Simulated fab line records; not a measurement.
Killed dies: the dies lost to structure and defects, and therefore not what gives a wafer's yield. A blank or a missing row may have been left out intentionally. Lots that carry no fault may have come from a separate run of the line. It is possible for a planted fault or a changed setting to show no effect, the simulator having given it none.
fab line records ; flow sky130
record: lots: 7; wafers: 21; lastDay: 50
route steps=708 shown POLY_CUT@307 PAD_OPEN@708
lots that met no fault: from a run of the same line without faults
startH: the number of hours between the record's first day and the start of the first shown wafer of the lot ; waitH: hours since the lot's step before ; " repeats the value in the row above ; L1.1+2: several wafers, shown together as one row ; - value missing, or start not given ; * or withheld: withheld ; < > ~ a bound
route shown NAME@n: NAME is a module with steps in the file, n the number in the route of the first one ; usual: average and standard deviation across the fault-free wafers ; same: alike in all rows ; chamber/n: place in a boat ; sites: per-site readings ; _std_site: standard deviation of those values ; _edge_site: outer sites' mean less inner sites' ; radiusMm: how far each site lies from the wafer's centre ; mask NAME#n: copy n ; behind: the tool/chamber that last shaped the wafer ; hold: the reason the lot was held/the length of the hold in hours/how it ended ; device: the n, p or np transistor that did not switch ; end of line: tests of these same wafers at the route's end ; where a step has no rows: the recipe by itself ; killed: not the wafer's yield, but the dies lost to structure and defects at the first sort ; map: dies across one wafer; x = killed, . = not, _ = none there
set.NAME: setting as actually run; set.NAME@STEP: the setting as run at that earlier step ; model.NAME: the simulator's own value behind a step, which no gauge read
a table for each step, a row for each wafer; lots at some steps of the route
services: a tool's chamber out of use, with start hour (startH, from the record's first day; less than 0 if before it), hours out, and reason
== steps ==
step: SKY_POLY_CUT_DEHYDRATE_00
recipe: tempC: 200; timeS: 60
step: SKY_POLY_CUT_HMDS_01
recipe: primeTimeS: 60; primeTempC: 120
step: SKY_POLY_CUT_COAT_02
recipe: resist: BARC; tempC: withheld; timeS: withheld; spinRpm: 3000; resistThkNm: 60
step: SKY_POLY_CUT_COAT_03
recipe: resist: KrF-thick; spinRpm: 3000; resistThkNm: 450
step: SKY_POLY_CUT_SOFTBAKE_04
recipe: tempC: 100; timeS: 90; resist: KrF-thick
step: SKY_POLY_CUT_EXPOSE_05
recipe: maskId: NPCM; na: 0.8; sourceShape: annular; sigmaInner: 0.55; sigmaOuter: 0.85; targetCdNm: 270; doseMj: 32
step: SKY_POLY_CUT_PEB_06
recipe: pebTempC: withheld; pebTimeS: withheld; resist: KrF-thick
step: SKY_POLY_CUT_DEVELOP_07
recipe: developTimeS: 60; resist: KrF-thick; devTempC: 21
step: SKY_POLY_CUT_CD_MEAS_08
recipe: targetCdNm: 270
usual: cdNm: 269.9/1.5
lot.wafer;tool;chamber;startH;waitH;cdNm
L682.2;cdSem-01;-;618.67;-;267.5
L682.5;cdSem-01;-;618.67;-;268.5
L682.6;cdSem-01;-;618.67;-;267.5
L685.1;cdSem-02;-;654.17;-;270.6
L685.3;cdSem-02;-;654.17;-;271.6
L685.6;cdSem-02;-;654.17;-;269.5
L687.1;cdSem-02;-;657.77;-;270.5
L687.3;cdSem-02;-;657.77;-;271.4
L687.6;cdSem-02;-;657.77;-;270.5
L688.2;cdSem-01;-;672.73;-;269.4
L688.4;cdSem-01;-;672.73;-;268.8
L688.6;cdSem-01;-;672.73;-;268.7
L696.2;cdSem-02;-;723.03;-;268.8
L696.5;cdSem-02;-;723.03;-;268.8
L696.6;cdSem-02;-;723.03;-;269.7
L697.3;cdSem-02;-;736.84;-;269.8
L697.4;cdSem-02;-;736.84;-;270.7
L697.6;cdSem-02;-;736.84;-;270.1
L698.1;cdSem-02;-;752.65;-;269.0
L698.3;cdSem-02;-;752.65;-;268.4
L698.5;cdSem-02;-;752.65;-;267.1
step: SKY_POLY_CUT_OVL_MEAS_09
usual: POLY_CUT_OVL: 2/5.2
lot.wafer;tool;chamber;startH;waitH;POLY_CUT_OVL[nm]
L682.2;overlay-01;-;618.77;0.1;-1
L682.5;overlay-01;-;618.77;0.1;2
L682.6;overlay-01;-;618.77;0.1;6
L685.1;overlay-02;-;654.29;0.1;-4
L685.3;overlay-02;-;654.29;0.1;2
L685.6;overlay-02;-;654.29;0.1;0
L687.1;overlay-02;-;657.89;0.1;5
L687.3;overlay-02;-;657.89;0.1;3
L687.6;overlay-02;-;657.89;0.1;-1
L688.2;overlay-01;-;672.84;0.1;-12
L688.4;overlay-01;-;672.84;0.1;1
L688.6;overlay-01;-;672.84;0.1;5
L696.2;overlay-02;-;723.14;0.1;5
L696.5;overlay-02;-;723.14;0.1;-3
L696.6;overlay-02;-;723.14;0.1;5
L697.3;overlay-01;-;736.93;0.1;-4
L697.4;overlay-01;-;736.93;0.1;-2
L697.6;overlay-01;-;736.93;0.1;-8
L698.1;overlay-02;-;752.77;0.1;19
L698.3;overlay-02;-;752.77;0.1;12
L698.5;overlay-02;-;752.77;0.1;13
step: SKY_POLY_CUT_ETCH_10
recipe: chemistry: N2/H2; target: BARC; ionEnergyEv: 200; sourceW: 500; biasW: 100; pressureMtorr: 30; n2FlowSccm: 100; h2FlowSccm: 200; stopOn: SiO2; timeS: 45.9; targetDepthA: 600
usual: drypumpMotorCurrentA: 5.7/0.53; oesProductAu: 0.854/0.0046; throttleValvePct: 13.224/0.0092
same: timeS: 45.9
lot.wafer;tool;chamber;startH;waitH;drypumpMotorCurrentA;oesProductAu;rfHoursCounterH;throttleValvePct
L682.2;rieDiel-01;3;618.80;0.0;5.7;0.845;3;13.205
L682.5;rieDiel-01;2;618.80;0.0;4.9;0.860;-;13.230
L682.6;rieDiel-01;3;618.80;0.0;5.8;0.851;-;13.232
L685.1;rieDiel-03;0;654.32;0.0;5.0;0.863;9;13.240
L685.3;rieDiel-03;3;654.32;0.0;5.8;0.852;16;13.224
L685.6;rieDiel-03;0;654.32;0.0;5.1;0.855;-;13.221
L687.1;rieDiel-03;2;657.93;0.0;6.3;0.855;2;13.224
L687.3;rieDiel-03;0;657.93;0.0;5.1;0.849;9;13.226
L687.6;rieDiel-03;1;657.93;0.0;6.5;0.856;-;13.233
L688.2;rieDiel-03;3;672.87;0.0;5.9;0.855;17;13.226
L688.4;rieDiel-03;0;672.87;0.0;5.1;0.860;10;13.221
L688.6;rieDiel-03;0;672.87;0.0;5.1;0.845;-;13.228
L696.2;rieDiel-01;2;723.17;0.0;4.9;0.852;6;13.213
L696.5;rieDiel-01;0;723.17;0.0;5.7;0.850;-;13.229
L696.6;rieDiel-01;3;723.17;0.0;5.8;0.860;-;13.250
L697.3;rieDiel-01;3;736.95;0.0;5.8;0.857;5;13.208
L697.4;rieDiel-01;2;736.95;0.0;4.9;0.857;6;13.222
L697.6;rieDiel-01;2;736.95;0.0;4.9;0.850;-;13.216
L698.1;rieDiel-03;2;752.81;0.0;6.2;0.861;4;13.229
L698.3;rieDiel-03;0;752.81;0.0;5.1;0.856;12;13.233
L698.5;rieDiel-03;3;752.81;0.0;5.8;0.855;-;13.233
step: SKY_POLY_CUT_ETCH_11
recipe: target: Si3N4; chemistry: CF4/CH2F2/Ar; stopOn: poly-Si; sourceW: 600; biasW: 150; pressureMtorr: 40; cf4FlowSccm: 40; ch2f2FlowSccm: 20; Ar_flow_sccm: 150; timeS: 42.5; targetDepthA: 600
usual: drypumpMotorCurrentA: 5.7/0.53; oesProductAu: 0.828/0.0066; throttleValvePct: 14.995/0.01
same: timeS: 42.5
lot.wafer;tool;chamber;startH;waitH;drypumpMotorCurrentA;oesProductAu;rfHoursCounterH;throttleValvePct
L682.2;rieDiel-01;3;618.85;0.0;5.7;0.834;3;15.003
L682.5;rieDiel-01;2;618.85;0.0;4.9;0.831;-;14.980
L682.6;rieDiel-01;3;618.85;0.0;5.7;0.831;-;15.001
L685.1;rieDiel-03;0;654.37;0.0;5.1;0.838;9;15.002
L685.3;rieDiel-03;3;654.37;0.0;5.8;0.838;16;15.009
L685.6;rieDiel-03;0;654.37;0.0;5.0;0.825;-;15.003
L687.1;rieDiel-03;2;657.97;0.0;6.2;0.831;2;14.981
L687.3;rieDiel-03;0;657.97;0.0;5.1;0.827;9;14.990
L687.6;rieDiel-03;1;657.97;0.0;6.4;0.831;-;15.016
L688.2;rieDiel-03;3;672.91;0.0;5.8;0.817;17;14.995
L688.4;rieDiel-03;0;672.91;0.0;5.1;0.830;10;14.982
L688.6;rieDiel-03;0;672.91;0.0;5.1;0.823;-;15.009
L696.2;rieDiel-01;2;723.21;0.0;4.9;0.828;6;14.988
L696.5;rieDiel-01;0;723.21;0.0;5.7;0.826;-;15.001
L696.6;rieDiel-01;3;723.21;0.0;5.7;0.827;-;14.976
L697.3;rieDiel-01;3;737.00;0.0;5.8;0.833;5;14.978
L697.4;rieDiel-01;2;737.00;0.0;4.9;0.830;6;14.973
L697.6;rieDiel-01;2;737.00;0.0;4.9;0.830;-;14.978
L698.1;rieDiel-03;2;752.85;0.0;6.2;0.817;4;15.006
L698.3;rieDiel-03;0;752.85;0.0;5.1;0.822;12;14.996
L698.5;rieDiel-03;3;752.85;0.0;5.8;0.822;-;14.989
step: SKY_POLY_CUT_STRIP_12
recipe: chemistry: O2/N2; powerW: 1400; pressureMtorr: 1500; platenTempC: withheld; o2FlowSccm: 3000; n2FlowSccm: 300; overashFraction: 0.5
usual: chamberPressureMTorr: 1499.8/1.3; drypumpMotorCurrentA: 5.9/0.54; oesProductAu: 0.453/0.0042; stripTimeToEndpointS: 5.363/0.017
lot.wafer;tool;chamber;startH;waitH;chamberPressureMTorr;drypumpMotorCurrentA;oesProductAu;rfHoursCounterH;stripTimeToEndpointS;model.KrF-thick_of_POLY_CUT_COAT_03.thkNm
L682.2;plasmaAsher-04;1;618.89;0.0;1498.7;6.2;0.453;20;5.358;0
L682.5;plasmaAsher-04;0;618.89;0.0;1501.7;6.5;0.450;-;5.372;0
L682.6;plasmaAsher-04;1;618.89;0.0;1498.9;6.2;0.452;-;5.375;0
L685.1;plasmaAsher-01;1;654.41;0.0;-;-;-;-;-;410
L685.3;plasmaAsher-01;0;654.41;0.0;-;-;-;-;-;408.2
L685.6;plasmaAsher-01;0;654.41;0.0;-;-;-;-;-;409.6
L687.1;plasmaAsher-02;1;658.01;0.0;-;-;-;-;-;409.4
L687.3;plasmaAsher-02;1;658.01;0.0;-;-;-;-;-;410.3
L687.6;plasmaAsher-02;0;658.01;0.0;-;-;-;-;-;410.4
L688.2;plasmaAsher-04;1;672.95;0.0;-;-;-;-;-;408.9
L688.4;plasmaAsher-04;1;672.95;0.0;-;-;-;-;-;410.1
L688.6;plasmaAsher-04;1;672.95;0.0;-;-;-;-;-;410.8
L696.2;plasmaAsher-04;1;723.25;0.0;1501.6;6.2;0.462;29;5.350;0
L696.5;plasmaAsher-04;1;723.25;0.0;1500.4;6.2;0.450;-;5.353;0
L696.6;plasmaAsher-04;0;723.25;0.0;1502.6;6.5;0.453;-;5.372;0
L697.3;plasmaAsher-04;1;737.07;0.1;1500.8;6.2;0.449;-;5.341;0
L697.4;plasmaAsher-04;0;737.07;0.1;1501.8;6.5;0.456;-;5.337;0
L697.6;plasmaAsher-04;0;737.07;0.1;1501.5;6.5;0.448;-;5.360;0
L698.1;plasmaAsher-04;0;752.89;0.0;1501.2;6.4;0.456;32;5.370;0
L698.3;plasmaAsher-04;1;752.89;0.0;1500.8;6.2;0.451;-;5.391;0
L698.5;plasmaAsher-04;1;752.89;0.0;1501.0;6.2;0.454;-;5.376;0
step: SKY_PAD_OPEN_PROBE_99
usual: killed_at_M0_to_M3: 43/6.4; killed_at_M4_up: 3.5/1.8; killedAtContacts: 25/5.7; killedAtFrontEnd: 15/3.9; killedAtOther: 0.3/0.67; killedDies: 87/8.6; killedOnRim: 17/3.9; killedOpen: 47/6.7; killedShort: 39/5.9
same: grossDies: 492; killedAtBackSide: 0
lot.wafer;tool;chamber;startH;waitH;killed_at_M0_to_M3;killed_at_M4_up;killedAtContacts;killedAtFrontEnd;killedAtOther;killedDies;killedOnRim;killedOpen;killedShort
L682.2;prober-01;-;1116.76;0.1;50;5;22;20;0;97;18;55;42
L682.5;prober-01;-;1116.91;0.2;33;5;15;18;0;71;13;43;28
L682.6;prober-01;-;1116.96;0.2;47;4;26;14;0;91;20;53;38
L685.1;prober-01;-;1143.98;0.1;48;1;23;418;2;492;96;42;49
L685.3;prober-01;-;1144.08;0.2;40;3;25;424;0;492;96;46;37
L685.6;prober-01;-;1144.23;0.2;45;6;19;422;0;492;96;49;36
L687.1;prober-02;-;1144.33;0.1;31;2;20;439;0;492;96;37;28
L687.3;prober-02;-;1144.43;0.2;39;4;21;428;0;492;96;39;40
L687.6;prober-02;-;1144.58;0.2;45;3;25;419;0;492;96;54;34
L688.2;prober-01;-;1154.39;0.1;43;1;26;422;0;492;96;54;36
L688.4;prober-01;-;1154.49;0.2;45;5;21;421;0;492;96;43;38
L688.6;prober-01;-;1154.59;0.2;24;1;33;434;0;492;96;41;31
L696.2;prober-01;-;1184.61;0.1;41;3;24;14;0;82;12;57;25
L696.5;prober-01;-;1184.76;0.2;34;1;26;20;1;82;20;48;33
L696.6;prober-01;-;1184.81;0.2;51;7;24;16;2;100;24;53;47
L697.3;prober-02;-;1192.59;0.2;39;1;23;14;2;79;13;42;36
L697.4;prober-02;-;1192.64;0.2;53;2;26;11;2;94;18;49;43
L697.6;prober-02;-;1192.74;0.2;50;3;23;16;0;92;19;51;41
L698.1;prober-02;-;1201.40;0.1;34;6;24;9;1;74;14;35;39
L698.3;prober-02;-;1201.50;0.2;41;4;19;16;0;80;12;34;46
L698.5;prober-02;-;1201.60;0.2;39;9;16;21;0;85;16;48;37
killed by level:class
L682.2 VIA1:geometricParticle:open=12 CONTACT:geometricParticle:open=10 METAL2:geometricParticle:short=7 VIA2:geometricParticle:open=7 VIA1:geometricParticle:short=6 FIELD_ISO:geometricParticle:open=5 LI_CONTACT:geometricParticle:open=5 VIA3:geometricParticle:open=5
L682.5 VIA1:geometricParticle:open=10 POLY_GATE:geometricParticle:open=9 LI_CONTACT:geometricParticle:open=6 POLY_GATE:geometricParticle:short=5 VIA1:geometricParticle:short=5 METAL2:geometricParticle:short=5 CONTACT:geometricParticle:open=4 LOCAL_INTERCONNECT:geometricParticle:short=3
L682.6 VIA1:geometricParticle:open=12 CONTACT:geometricParticle:open=10 LI_CONTACT:geometricParticle:open=8 FIELD_ISO:geometricParticle:open=5 METAL1:geometricParticle:short=5 VIA1:geometricParticle:short=5 VIA2:geometricParticle:open=5 FIELD_ISO:geometricParticle:short=4
L685.1 SD_P:areaStrip=401 VIA1:geometricParticle:open=10 LI_CONTACT:geometricParticle:open=9 METAL2:geometricParticle:short=8 FIELD_ISO:geometricParticle:short=6 VIA1:geometricParticle:short=6 CONTACT:geometricParticle:open=6 METAL1:geometricParticle:short=6
L685.3 SD_P:areaStrip=409 VIA1:geometricParticle:open=10 CONTACT:geometricParticle:open=8 LI_CONTACT:geometricParticle:open=7 VIA2:geometricParticle:open=7 METAL2:geometricParticle:short=5 LOCAL_INTERCONNECT:geometricParticle:short=5 METAL1:geometricParticle:short=5
L685.6 SD_P:areaStrip=407 VIA1:geometricParticle:open=12 VIA3:geometricParticle:open=9 METAL1:geometricParticle:short=7 CONTACT:geometricParticle:open=6 METAL2:geometricParticle:short=6 FIELD_ISO:geometricParticle:short=4 LI_CONTACT:geometricParticle:open=4
L687.1 SD_P:areaStrip=427 CONTACT:geometricParticle:open=8 VIA1:geometricParticle:open=8 POLY_GATE:geometricParticle:open=5 POLY_GATE:geometricParticle:short=5 LI_CONTACT:geometricParticle:open=5 CONTACT:geometricParticle:short=4 METAL2:geometricParticle:short=4
L687.3 SD_P:areaStrip=413 LI_CONTACT:geometricParticle:open=8 VIA1:geometricParticle:open=7 POLY_GATE:geometricParticle:open=6 METAL1:geometricParticle:short=6 METAL2:geometricParticle:short=5 VIA3:geometricParticle:open=5 CONTACT:geometricParticle:open=4
L687.6 SD_P:areaStrip=404 CONTACT:geometricParticle:open=10 VIA3:geometricParticle:open=9 METAL1:geometricParticle:short=8 VIA2:geometricParticle:open=8 LI_CONTACT:geometricParticle:short=7 LI_CONTACT:geometricParticle:open=7 VIA1:geometricParticle:open=6
L688.2 SD_P:areaStrip=402 CONTACT:geometricParticle:open=11 VIA1:geometricParticle:open=10 VIA3:geometricParticle:open=9 LI_CONTACT:geometricParticle:open=8 VIA1:geometricParticle:short=8 FIELD_ISO:geometricParticle:open=6 FIELD_ISO:geometricParticle:short=6
L688.4 SD_P:areaStrip=411 VIA1:geometricParticle:open=15 CONTACT:geometricParticle:short=8 CONTACT:geometricParticle:open=6 VIA1:geometricParticle:short=5 LOCAL_INTERCONNECT:geometricParticle:short=4 VIA3:geometricParticle:open=4 METAL1:geometricParticle:short=4
L688.6 SD_P:areaStrip=420 LI_CONTACT:geometricParticle:open=11 CONTACT:geometricParticle:open=11 POLY_GATE:geometricParticle:short=7 VIA1:geometricParticle:short=7 LOCAL_INTERCONNECT:geometricParticle:short=6 VIA3:geometricParticle:open=6 VIA1:geometricParticle:open=4
L696.2 VIA1:geometricParticle:open=14 CONTACT:geometricParticle:open=12 LI_CONTACT:geometricParticle:open=7 FIELD_ISO:geometricParticle:open=5 METAL1:geometricParticle:short=5 VIA2:geometricParticle:open=5 CONTACT:geometricParticle:short=4 VIA3:geometricParticle:open=4
L696.5 CONTACT:geometricParticle:open=11 VIA1:geometricParticle:open=8 FIELD_ISO:geometricParticle:open=7 LOCAL_INTERCONNECT:geometricParticle:short=7 METAL1:geometricParticle:short=5 VIA3:geometricParticle:open=5 METAL2:geometricParticle:short=5 POLY_GATE:geometricParticle:open=4
L696.6 VIA3:geometricParticle:open=11 CONTACT:geometricParticle:open=8 VIA1:geometricParticle:open=8 METAL2:geometricParticle:short=7 METAL1:geometricParticle:short=6 FIELD_ISO:geometricParticle:short=6 CONTACT:geometricParticle:short=6 FIELD_ISO:geometricParticle:open=5
L697.3 VIA1:geometricParticle:open=11 CONTACT:geometricParticle:open=9 FIELD_ISO:geometricParticle:open=6 FIELD_ISO:geometricParticle:short=6 LI_CONTACT:geometricParticle:open=5 VIA3:geometricParticle:open=5 LOCAL_INTERCONNECT:geometricParticle:short=4 METAL1:geometricParticle:short=4
L697.4 VIA1:geometricParticle:open=14 LI_CONTACT:geometricParticle:open=7 CONTACT:geometricParticle:open=7 VIA2:geometricParticle:open=7 VIA3:geometricParticle:open=7 CONTACT:geometricParticle:short=6 METAL1:geometricParticle:short=6 VIA3:geometricParticle:short=5
L697.6 VIA1:geometricParticle:open=17 CONTACT:geometricParticle:open=8 VIA3:geometricParticle:open=6 METAL3:geometricParticle:short=5 POLY_GATE:geometricParticle:short=4 LI_CONTACT:geometricParticle:short=4 CONTACT:geometricParticle:short=4 VIA2:geometricParticle:short=4
L698.1 VIA3:geometricParticle:open=7 CONTACT:geometricParticle:open=6 LI_CONTACT:geometricParticle:short=6 VIA1:geometricParticle:open=6 LI_CONTACT:geometricParticle:open=5 VIA3:geometricParticle:short=5 METAL4:geometricParticle:short=5 VIA1:geometricParticle:short=4
L698.3 METAL2:geometricParticle:short=8 LOCAL_INTERCONNECT:geometricParticle:short=6 LI_CONTACT:geometricParticle:open=5 METAL3:geometricParticle:short=5 VIA1:geometricParticle:open=5 VIA2:geometricParticle:open=5 FIELD_ISO:geometricParticle:open=4 FIELD_ISO:geometricParticle:short=4
L698.5 FIELD_ISO:geometricParticle:open=8 POLY_GATE:geometricParticle:open=8 LI_CONTACT:geometricParticle:open=8 VIA1:geometricParticle:open=8 METAL4:geometricParticle:short=8 METAL1:geometricParticle:short=7 VIA3:geometricParticle:open=6 METAL3:geometricParticle:short=4
map L685.1 (x killed, . not)
__________xxxxxxxxxx_________
________xxxxxxxxxxxxxx_______
______xxxxxxxxxxxxxxxxxx_____
_____xxxxxxxxxxxxxxxxxxxx____
____xxxxxxxxxxxxxxxxxxxxxx___
___xxxxxxxxxxxxxxxxxxxxxxxx__
__xxxxxxxxxxxxxxxxxxxxxxxxxx_
_xxxxxxxxxxxxxxxxxxxxxxxxxxxx
_xxxxxxxxxxxxxxxxxxxxxxxxxxxx
_xxxxxxxxxxxxxxxxxxxxxxxxxxxx
_xxxxxxxxxxxxxxxxxxxxxxxxxxxx
_xxxxxxxxxxxxxxxxxxxxxxxxxxxx
_xxxxxxxxxxxxxxxxxxxxxxxxxxxx
_xxxxxxxxxxxxxxxxxxxxxxxxxxxx
_xxxxxxxxxxxxxxxxxxxxxxxxxxxx
__xxxxxxxxxxxxxxxxxxxxxxxxxx_
___xxxxxxxxxxxxxxxxxxxxxxxx__
____xxxxxxxxxxxxxxxxxxxxxx___
_____xxxxxxxxxxxxxxxxxxxx____
______xxxxxxxxxxxxxxxxxx_____
________xxxxxxxxxxxxxx_______
__________xxxxxxxxxx_________
map L687.1 (x killed, . not)
__________xxxxxxxxxx_________
________xxxxxxxxxxxxxx_______
______xxxxxxxxxxxxxxxxxx_____
_____xxxxxxxxxxxxxxxxxxxx____
____xxxxxxxxxxxxxxxxxxxxxx___
___xxxxxxxxxxxxxxxxxxxxxxxx__
__xxxxxxxxxxxxxxxxxxxxxxxxxx_
_xxxxxxxxxxxxxxxxxxxxxxxxxxxx
_xxxxxxxxxxxxxxxxxxxxxxxxxxxx
_xxxxxxxxxxxxxxxxxxxxxxxxxxxx
_xxxxxxxxxxxxxxxxxxxxxxxxxxxx
_xxxxxxxxxxxxxxxxxxxxxxxxxxxx
_xxxxxxxxxxxxxxxxxxxxxxxxxxxx
_xxxxxxxxxxxxxxxxxxxxxxxxxxxx
_xxxxxxxxxxxxxxxxxxxxxxxxxxxx
__xxxxxxxxxxxxxxxxxxxxxxxxxx_
___xxxxxxxxxxxxxxxxxxxxxxxx__
____xxxxxxxxxxxxxxxxxxxxxx___
_____xxxxxxxxxxxxxxxxxxxx____
______xxxxxxxxxxxxxxxxxx_____
________xxxxxxxxxxxxxx_______
__________xxxxxxxxxx_________
== services ==
tool;chamber;startH;hours;kind
rieDiel-01;2;626.75;2.4;repair
plasmaAsher-01;-;631.24;1.1;repair
rieDiel-01;2;641.39;2.8;repair
rieDiel-03;-;714.21;1.3;repair
plasmaAsher-04;-;729.52;6.2;repair
rieDiel-03;1;730.78;5.8;repair
plasmaAsher-04;-;731.12;1.5;repair
plasmaAsher-01;-;733.75;9.0;pm
plasmaAsher-01;0;733.75;9.0;ventCycle
plasmaAsher-01;1;733.75;9.0;ventCycle
plasmaAsher-01;0;742.75;-;clean
plasmaAsher-01;1;742.75;-;clean
== key ==
firstSign: step: SKY_POLY_CUT_STRIP_12; reading: toolRecord; direction: missing
effect: step: SKY_PAD_OPEN_PROBE_99; reading: killedAtFrontEnd; direction: up; sigmas: 99+; usual: 15; struck: 425
modelEffect: step: SKY_POLY_CUT_STRIP_12; value: KrF-thick_of_POLY_CUT_COAT_03.thkNm; without: 0; struck: 409.8
moreKillsBornAt: SKY_POLY_CUT_STRIP_12@plasmaAsher-02: 1244; SKY_POLY_CUT_STRIP_12@plasmaAsher-04: 1233; SKY_POLY_CUT_STRIP_12@plasmaAsher-01: 1217
metAt SKY_POLY_CUT_STRIP_12
struckWafers L685.1,L685.3,L685.6,L687.1,L687.3,L687.6,L688.2,L688.4,L688.6
laterRowsLeftOut L685.1,L685.3,L685.6,L687.1,L687.3,L687.6,L688.2,L688.4,L688.6
testerLeftOut L685,L687,L688
onsetBetween 618.89 654.41
fault: kind: skippedStepWhole; tool: plasmaAsher-01,plasmaAsher-02,plasmaAsher-04; chamber: -; onsetH: 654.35; steps: SKY_POLY_CUT_STRIP_12; scope: struckLotsOnly
testerLeftOut: of these lots the tester's yield and bins aren't shown, on N5 and GAA mostly nor the transistor test; their killed dies are dies lost to structure and defects alone, not to doping, threshold or leakage, so they don't give the yield
laterRowsLeftOut: the simulator's readings of these wafers behind a module that went badly wrong aren't trusted and aren't shown, but for the sort
